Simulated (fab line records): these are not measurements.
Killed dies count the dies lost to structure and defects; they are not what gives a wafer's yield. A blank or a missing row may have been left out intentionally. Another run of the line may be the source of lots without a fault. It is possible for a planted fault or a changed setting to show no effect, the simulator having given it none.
Struck lot and sound lot, side by side -- flow gf180mcu -- 15 out of 602 route steps
Sound: these wafers, L803.2, L803.3, L803.5. Wafers L811.2, L811.4, L811.5 were the ones struck. The cause is given at the end.
Per side, at each step with rows, come the tool, then ch with its chambers, and then its first start. Under that, the readings that differ: sound wafers -- struck wafers -- difference of the means -- sigmas: that difference in standard deviations of wafers without a fault.
alike: a reading whose means differ by less than 2 such deviations, as well as words and numbers matching on both sides. not compared: withheld readings; readings where some wafer has no value; bounds like >300 that might hide an equal value; numbers whose values overlap and for which the record gives no deviation.
The two part at a step that has a row with sigmas, a row that says differs or no value, or rows on one side only. Non-overlapping numbers with no deviation appear without sigmas and do not part them. A reading that every wafer of one side lacks parts them only if that side has two wafers or more.

GF_TOP_METAL_METAL_ETCH_16: etches the open film in Cl2/BCl3, stops on SiO2, target depth 1197 nm, time 199.5 s.
  sound on rieMetal-04 ch 1, day 30 05:26; struck on rieMetal-02 ch 0,1, day 32 15:37
  alike: drypumpMotorCurrentA, oesProductAu, throttleValvePct
  not compared: rfHoursCounterH
GF_TOP_METAL_STRIP_17: strips in O2/N2.
  sound on plasmaAsher-04 ch 0,1, day 30 05:46; struck on plasmaAsher-02 ch 0,1, day 32 15:49
reading,sound,struck,difference,sigmas
stripTimeToEndpointS (s),13.01 13.07 13.01,12.86 12.82 12.77,-0.21,-3
  alike: drypumpMotorCurrentA, heaterPowerW, oesProductAu
  not compared: rfHoursCounterH
then, 2 steps without rows for these wafers: GF_TOP_METAL_STRIP_18 (strips in post etch residue remover, time 1200 s); GF_TOP_METAL_CLEAN_19 (cleans in DIW).
GF_PASSIVATION_CVD_00: deposits SiO2 from TEOS, target thk 1000 nm, time 111.95 s.
  sound on pecvd-02 ch 0,1, day 30 06:17; struck on pecvd-02 ch 0,1, day 32 16:21
  alike: heaterPowerW
GF_PASSIVATION_THK_MEAS_01:
  sound on filmMetro-03, day 30 06:23; struck on filmMetro-03, day 32 16:26
  alike: PASSIVATION_CVD_00_THK
GF_PASSIVATION_CVD_02: deposits Si3N4, target thk 700 nm, time 486.18 s.
  sound on pecvd-04 ch 1,2, day 30 06:26; struck on pecvd-01 ch 0,1, day 32 16:29
  alike: heaterPowerW
GF_PASSIVATION_THK_MEAS_03:
  sound on filmMetro-03, day 30 06:52; struck on filmMetro-03, day 32 16:47
  alike: PASSIVATION_CVD_02_THK
then, 4 steps without rows for these wafers: GF_PASSIVATION_DEHYDRATE_04 (time 60 s); GF_PASSIVATION_HMDS_05 (prime time 60 s); GF_PASSIVATION_COAT_06 (resist thk 4000 nm); GF_PASSIVATION_SOFTBAKE_07.
GF_PASSIVATION_EXPOSE_08: exposes mask Pad, target cd 40000 nm.
  sound on ilineStepper-02 ch 0, day 30 15:51; struck on ilineStepper-02 ch 0, day 33 00:51
reading,sound,struck,difference,sigmas
exposureDoseMJCm2,310.68 310.45 310.07,314.57 314.69 314.86,+4.31,+15
  alike: mask
following that, these wafers have no rows for 1 step: GF_PASSIVATION_PEB_09.
GF_PASSIVATION_PROBE_99:
  rows exist in the record for the struck wafers here (prober-02, day 33 10:53), but not for the sound ones

## WHERE THEY PART
At GF_TOP_METAL_STRIP_17 first; at GF_PASSIVATION_PROBE_99 last (within this record only).

WHY: what had been put in by the simulator
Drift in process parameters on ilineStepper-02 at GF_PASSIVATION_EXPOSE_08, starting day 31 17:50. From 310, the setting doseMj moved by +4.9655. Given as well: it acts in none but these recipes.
